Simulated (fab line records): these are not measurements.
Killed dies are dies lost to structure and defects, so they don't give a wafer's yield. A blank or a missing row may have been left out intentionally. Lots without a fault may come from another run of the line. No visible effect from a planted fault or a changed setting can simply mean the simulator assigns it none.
Which tool is to blame? || flow sky130 || Sampling: 13 lots, 39 wafers, 7 of 708 route steps

## WHAT THE GAUGES SHOWED, per wafer
SKY_RES_PROTECT_TW_MEAS_08.
{"lot": "L189", "measured": "day 15 10:52", "on": "film_metro-03", "POLY_GATE_TW": "4099 4062 4068"}
{"lot": "L190", "measured": "day 15 18:28", "on": "film_metro-01", "POLY_GATE_TW": "4035 4019 4000"}
{"lot": "L191", "measured": "day 16 03:20", "on": "film_metro-03", "POLY_GATE_TW": "4070 4075 4063"}
{"lot": "L192", "measured": "day 16 06:20", "on": "film_metro-03", "POLY_GATE_TW": "4105 4079 4097"}
{"lot": "L196", "measured": "day 17 18:27", "on": "film_metro-03", "POLY_GATE_TW": "4068 4058 4050"}
{"lot": "L197", "measured": "day 17 23:51", "on": "film_metro-02", "POLY_GATE_TW": "4037 4025 4035"}
{"lot": "L198", "measured": "day 18 07:13", "on": "film_metro-01", "POLY_GATE_TW": "4030 4012 4004"}
{"lot": "L201", "measured": "day 19 16:48", "on": "film_metro-02", "POLY_GATE_TW": "4032 4010 4015"}
{"lot": "L202", "measured": "day 19 16:59", "on": "film_metro-01", "POLY_GATE_TW": "4029 4005 4023"}
{"lot": "L209", "measured": "day 22 06:46", "on": "film_metro-01", "POLY_GATE_TW": "4079 4074 4053"}
{"lot": "L210", "measured": "day 22 12:01", "on": "film_metro-01", "POLY_GATE_TW": "4047 4005 4031"}
{"lot": "L211", "measured": "day 22 23:35", "on": "film_metro-02", "POLY_GATE_TW": "4015 4004 4010"}
{"lot": "L212", "measured": "day 23 10:04", "on": "film_metro-01", "POLY_GATE_TW": "3994 4023 4016"}

SKY_SD_P_CD_MEAS_07: target cd 380 nm.
{"lot": "L189", "measured": "day 25 18:11", "on": "cd_sem-02", "cd_nm (nm)": "382.6 385.6 381.6"}
{"lot": "L190", "measured": "day 26 04:46", "on": "cd_sem-02", "cd_nm (nm)": "381.2 381.4 379.8"}
{"lot": "L191", "measured": "day 26 11:31", "on": "cd_sem-01", "cd_nm (nm)": "381.3 383.3 381.3"}
{"lot": "L192", "measured": "day 26 14:13", "on": "cd_sem-02", "cd_nm (nm)": "383.4 384.0 383.9"}
{"lot": "L196", "measured": "day 28 05:49", "on": "cd_sem-02", "cd_nm (nm)": "382.3 383.1 383.2"}
{"lot": "L197", "measured": "day 28 13:41", "on": "cd_sem-02", "cd_nm (nm)": "379.5 378.6 380.8"}
{"lot": "L198", "measured": "day 28 14:55", "on": "cd_sem-01", "cd_nm (nm)": "383.4 382.1 384.0"}
{"lot": "L201", "measured": "day 29 20:14", "on": "cd_sem-02", "cd_nm (nm)": "383.3 380.7 381.5"}
{"lot": "L202", "measured": "day 29 21:05", "on": "cd_sem-01", "cd_nm (nm)": "- - -"}
{"lot": "L209", "measured": "day 32 05:41", "on": "cd_sem-02", "cd_nm (nm)": "380.8 380.4 377.7"}
{"lot": "L210", "measured": "day 32 10:29", "on": "cd_sem-01", "cd_nm (nm)": "380.3 382.0 379.9"}
{"lot": "L211", "measured": "day 32 20:28", "on": "cd_sem-01", "cd_nm (nm)": "381.9 382.8 384.1"}
{"lot": "L212", "measured": "day 33 03:43", "on": "cd_sem-02", "cd_nm (nm)": "381.5 382.0 383.1"}

SKY_SD_P_TW_MEAS_11.
{"lot": "L189", "measured": "day 25 18:35", "on": "film_metro-03", "SD_P_TW": "2850 2845 2857"}
{"lot": "L190", "measured": "day 26 05:11", "on": "film_metro-04", "SD_P_TW": "2824 2802 2823"}
{"lot": "L191", "measured": "day 26 11:54", "on": "film_metro-01", "SD_P_TW": "2806 2796 2810"}
{"lot": "L192", "measured": "day 26 14:38", "on": "film_metro-03", "SD_P_TW": "2815 2834 2827"}
{"lot": "L196", "measured": "day 28 06:12", "on": "film_metro-03", "SD_P_TW": "2858 2853 2853"}
{"lot": "L197", "measured": "day 28 14:05", "on": "film_metro-04", "SD_P_TW": "2800 2796 2800"}
{"lot": "L198", "measured": "day 28 15:20", "on": "film_metro-03", "SD_P_TW": "2860 2863 2861"}
{"lot": "L201", "measured": "day 29 20:38", "on": "film_metro-03", "SD_P_TW": "2829 2810 2824"}
{"lot": "L202", "measured": "day 29 21:29", "on": "film_metro-03", "SD_P_TW": "30 30 30"}
{"lot": "L209", "measured": "day 32 06:05", "on": "film_metro-01", "SD_P_TW": "2818 2812 2803"}
{"lot": "L210", "measured": "day 32 10:53", "on": "film_metro-04", "SD_P_TW": "2793 2790 2807"}
{"lot": "L211", "measured": "day 32 20:51", "on": "film_metro-04", "SD_P_TW": "2804 2805 2805"}
{"lot": "L212", "measured": "day 33 04:08", "on": "film_metro-04", "SD_P_TW": "2808 2824 2837"}

SKY_RES_XHIGH_TW_MEAS_09.
{"lot": "L189", "measured": "day 26 23:47", "on": "film_metro-01", "RES_XHIGH_TW": "1625 1642 1626"}
{"lot": "L190", "measured": "day 27 09:26", "on": "film_metro-04", "RES_XHIGH_TW": "1626 1648 1631"}
{"lot": "L191", "measured": "day 27 16:55", "on": "film_metro-03", "RES_XHIGH_TW": "1638 1648 1637"}
{"lot": "L192", "measured": "day 27 19:40", "on": "film_metro-01", "RES_XHIGH_TW": "1628 1630 1635"}
{"lot": "L196", "measured": "day 29 10:54", "on": "film_metro-03", "RES_XHIGH_TW": "1639 1644 1642"}
{"lot": "L197", "measured": "day 29 17:56", "on": "film_metro-04", "RES_XHIGH_TW": "1631 1639 1634"}
{"lot": "L198", "measured": "day 29 19:28", "on": "film_metro-01", "RES_XHIGH_TW": "1625 1630 1629"}
{"lot": "L201", "measured": "day 31 00:11", "on": "film_metro-03", "RES_XHIGH_TW": "1647 1651 1644"}
{"lot": "L202", "measured": "day 31 01:03", "on": "film_metro-03", "RES_XHIGH_TW": "2893 2886 2876"}
{"lot": "L209", "measured": "day 33 09:26", "on": "film_metro-01", "RES_XHIGH_TW": "1630 1637 1624"}
{"lot": "L210", "measured": "day 33 13:26", "on": "film_metro-03", "RES_XHIGH_TW": "1654 1649 1660"}
{"lot": "L211", "measured": "day 33 23:50", "on": "film_metro-03", "RES_XHIGH_TW": "1653 1656 1666"}
{"lot": "L212", "measured": "day 34 06:32", "on": "film_metro-01", "RES_XHIGH_TW": "1612 1628 1621"}

SKY_SD_N_OVL_MEAS_08.
{"lot": "L189", "measured": "day 28 04:29", "on": "overlay-01", "SD_N_OVL (nm)": "1.1 1.6 0.1"}
{"lot": "L190", "measured": "day 28 14:14", "on": "overlay-02", "SD_N_OVL (nm)": "-0.9 -1.7 0.5"}
{"lot": "L191", "measured": "day 28 21:45", "on": "overlay-01", "SD_N_OVL (nm)": "0.5 0.7 -1.4"}
{"lot": "L192", "measured": "day 28 23:53", "on": "overlay-02", "SD_N_OVL (nm)": "0.1 1.2 0.6"}
{"lot": "L196", "measured": "day 30 14:43", "on": "overlay-01", "SD_N_OVL (nm)": "1.5 1.0 0.4"}
{"lot": "L197", "measured": "day 30 21:34", "on": "overlay-01", "SD_N_OVL (nm)": "0.8 0.5 1.4"}
{"lot": "L198", "measured": "day 30 22:28", "on": "overlay-01", "SD_N_OVL (nm)": "-1.3 1.9 -2.3"}
{"lot": "L201", "measured": "day 32 03:34", "on": "overlay-02", "SD_N_OVL (nm)": "1.3 -1.0 2.8"}
{"lot": "L202", "measured": "day 32 04:28", "on": "overlay-01", "SD_N_OVL (nm)": "2.0 1.3 2.5"}
{"lot": "L209", "measured": "day 34 11:53", "on": "overlay-02", "SD_N_OVL (nm)": "1.5 0.2 2.3"}
{"lot": "L210", "measured": "day 34 16:02", "on": "overlay-02", "SD_N_OVL (nm)": "-3.2 -0.5 -1.1"}
{"lot": "L211", "measured": "day 35 01:25", "on": "overlay-01", "SD_N_OVL (nm)": "0.9 1.4 1.5"}
{"lot": "L212", "measured": "day 35 08:43", "on": "overlay-01", "SD_N_OVL (nm)": "1.3 1.3 2.3"}

## TOOL THAT RAN EACH LOT (tool first, then ch and the chambers of the sampled wafers, then the start)
{"lot": "L189", "SKY_LDD_LDN_STRIP_12": "plasma_asher-03 ch 0, day 23 05:31", "SKY_SD_P_EXPOSE_04": "iline_stepper-02 ch 0, day 25 03:41"}
{"lot": "L190", "SKY_LDD_LDN_STRIP_12": "plasma_asher-03 ch 0,1, day 23 14:31", "SKY_SD_P_EXPOSE_04": "iline_stepper-02 ch 0, day 25 14:02"}
{"lot": "L191", "SKY_LDD_LDN_STRIP_12": "plasma_asher-03 ch 0,1, day 23 22:53", "SKY_SD_P_EXPOSE_04": "iline_stepper-01 ch 0, day 25 21:34"}
{"lot": "L192", "SKY_LDD_LDN_STRIP_12": "plasma_asher-03 ch 0,1, day 24 02:28", "SKY_SD_P_EXPOSE_04": "iline_stepper-02 ch 0, day 26 00:39"}
{"lot": "L196", "SKY_LDD_LDN_STRIP_12": "plasma_asher-02 ch 0,1, day 25 17:37", "SKY_SD_P_EXPOSE_04": "iline_stepper-01 ch 0, day 27 15:20"}
{"lot": "L197", "SKY_LDD_LDN_STRIP_12": "plasma_asher-04 ch 1, day 26 02:04", "SKY_SD_P_EXPOSE_04": "iline_stepper-01 ch 0, day 27 23:13"}
{"lot": "L198", "SKY_LDD_LDN_STRIP_12": "plasma_asher-03 ch 1, day 26 03:37", "SKY_SD_P_EXPOSE_04": "iline_stepper-01 ch 0, day 28 01:02"}
{"lot": "L201", "SKY_LDD_LDN_STRIP_12": "plasma_asher-04 ch 0,1, day 27 09:58", "SKY_SD_P_EXPOSE_04": "iline_stepper-01 ch 0, day 29 06:40"}
{"lot": "L202", "SKY_LDD_LDN_STRIP_12": "plasma_asher-02 ch 0,1, day 27 10:16", "SKY_SD_P_EXPOSE_04": "iline_stepper-02 ch 0, day 29 07:46"}
{"lot": "L209", "SKY_LDD_LDN_STRIP_12": "plasma_asher-04 ch 0,1, day 29 19:28", "SKY_SD_P_EXPOSE_04": "iline_stepper-02 ch 0, day 31 16:41"}
{"lot": "L210", "SKY_LDD_LDN_STRIP_12": "plasma_asher-02 ch 0,1, day 30 00:10", "SKY_SD_P_EXPOSE_04": "iline_stepper-02 ch 0, day 31 21:10"}
{"lot": "L211", "SKY_LDD_LDN_STRIP_12": "plasma_asher-02 ch 0,1, day 30 11:26", "SKY_SD_P_EXPOSE_04": "iline_stepper-02 ch 0, day 32 07:13"}
{"lot": "L212", "SKY_LDD_LDN_STRIP_12": "plasma_asher-03 ch 1, day 30 20:22", "SKY_SD_P_EXPOSE_04": "iline_stepper-01 ch 0, day 32 14:34"}
- SKY_LDD_LDN_STRIP_12: strips in O2/N2.
- SKY_SD_P_EXPOSE_04: exposes mask PSDM, target cd 380 nm.

## AS READ BY THE TOOLS THEMSELVES (means over the sampled wafers that have a number; for cases with no such wafer, the mark the record gives instead)
SKY_LDD_LDN_STRIP_12.
{"lot": "L189", "tool": "plasma_asher-03", "drypump_motor_current_A (A)": 5.95, "oes_product_au (a.u.)": 0.719, "strip_time_to_endpoint_s (s)": 14.22}
{"lot": "L190", "tool": "plasma_asher-03", "drypump_motor_current_A (A)": 6.15, "oes_product_au (a.u.)": 0.719, "strip_time_to_endpoint_s (s)": 14.21}
{"lot": "L191", "tool": "plasma_asher-03", "drypump_motor_current_A (A)": 6.06, "oes_product_au (a.u.)": 0.716, "strip_time_to_endpoint_s (s)": 14.22}
{"lot": "L192", "tool": "plasma_asher-03", "drypump_motor_current_A (A)": 6.15, "oes_product_au (a.u.)": 0.714, "strip_time_to_endpoint_s (s)": 14.12}
{"lot": "L196", "tool": "plasma_asher-02", "drypump_motor_current_A (A)": 5.62, "oes_product_au (a.u.)": 0.715, "strip_time_to_endpoint_s (s)": 14.21}
{"lot": "L197", "tool": "plasma_asher-04", "drypump_motor_current_A (A)": 5.83, "oes_product_au (a.u.)": 0.715, "strip_time_to_endpoint_s (s)": 14.15}
{"lot": "L198", "tool": "plasma_asher-03", "drypump_motor_current_A (A)": 6.20, "oes_product_au (a.u.)": 0.712, "strip_time_to_endpoint_s (s)": 14.26}
{"lot": "L201", "tool": "plasma_asher-04", "drypump_motor_current_A (A)": 5.79, "oes_product_au (a.u.)": 0.720, "strip_time_to_endpoint_s (s)": 14.18}
{"lot": "L202", "tool": "plasma_asher-02", "drypump_motor_current_A (A)": 5.46, "oes_product_au (a.u.)": 0.714, "strip_time_to_endpoint_s (s)": 14.21}
{"lot": "L209", "tool": "plasma_asher-04", "drypump_motor_current_A (A)": 5.80, "oes_product_au (a.u.)": 0.716, "strip_time_to_endpoint_s (s)": 14.20}
{"lot": "L210", "tool": "plasma_asher-02", "drypump_motor_current_A (A)": 5.47, "oes_product_au (a.u.)": 0.712, "strip_time_to_endpoint_s (s)": 14.18}
{"lot": "L211", "tool": "plasma_asher-02", "drypump_motor_current_A (A)": 5.46, "oes_product_au (a.u.)": 0.714, "strip_time_to_endpoint_s (s)": 14.23}
{"lot": "L212", "tool": "plasma_asher-03", "drypump_motor_current_A (A)": 6.20, "oes_product_au (a.u.)": 0.716, "strip_time_to_endpoint_s (s)": 14.20}

SKY_SD_P_EXPOSE_04.
{"lot": "L189", "tool": "iline_stepper-02", "reticle_temp_C (C)": 22.99}
{"lot": "L190", "tool": "iline_stepper-02", "reticle_temp_C (C)": 23.05}
{"lot": "L191", "tool": "iline_stepper-01", "reticle_temp_C (C)": 23.09}
{"lot": "L192", "tool": "iline_stepper-02", "reticle_temp_C (C)": 23.20}
{"lot": "L196", "tool": "iline_stepper-01", "reticle_temp_C (C)": 23.03}
{"lot": "L197", "tool": "iline_stepper-01", "reticle_temp_C (C)": 23.03}
{"lot": "L198", "tool": "iline_stepper-01", "reticle_temp_C (C)": 22.97}
{"lot": "L201", "tool": "iline_stepper-01", "reticle_temp_C (C)": 22.99}
{"lot": "L202", "tool": "iline_stepper-02", "reticle_temp_C (C)": 22.99}
{"lot": "L209", "tool": "iline_stepper-02", "reticle_temp_C (C)": 23.06}
{"lot": "L210", "tool": "iline_stepper-02", "reticle_temp_C (C)": 23.00}
{"lot": "L211", "tool": "iline_stepper-02", "reticle_temp_C (C)": 23.02}
{"lot": "L212", "tool": "iline_stepper-01", "reticle_temp_C (C)": 23.00}

## THE ANSWER, worked out from the rows above alone
Rule: the lots themselves supply what counts as usual. Put in order of their means at a reading, lots are off if they are a third of the lots or fewer, leave a main group of 4 or more, and stand apart from it by a gap of 3 or more times the standard deviation of the main group's means; of several such gaps the widest counts. Not used: any main group whose means are identical at the precision the tables above print for the reading. Also off: a lot with no number at a reading for which 4 or more lots have one. The other lots that the step has rows for count as sound. The gauges are gone through in route order, then the tools' own readings, and for those a lot's mean is taken as printed above. The first step at which some lot is off is used, and at that step the reading that is off furthest; a lot without a number counts as furthest.
Off, at SKY_SD_P_CD_MEAS_07 on cd_nm: L202. Without a number there: L202. Mean 381.9 nm and standard deviation 1.4 in the main group.
If a tool, at a process step before that reading, ran all the lots that are off and no sound lot after the first of them, it fits. The gauges at SKY_SD_P_CD_MEAS_07 aren't tried: what is off there is off at SKY_SD_P_TW_MEAS_11 too, on other tools, and a gauge's error can't cause that. No candidate that was tried fits.

## WHAT THE SIMULATOR HAD INSERTED
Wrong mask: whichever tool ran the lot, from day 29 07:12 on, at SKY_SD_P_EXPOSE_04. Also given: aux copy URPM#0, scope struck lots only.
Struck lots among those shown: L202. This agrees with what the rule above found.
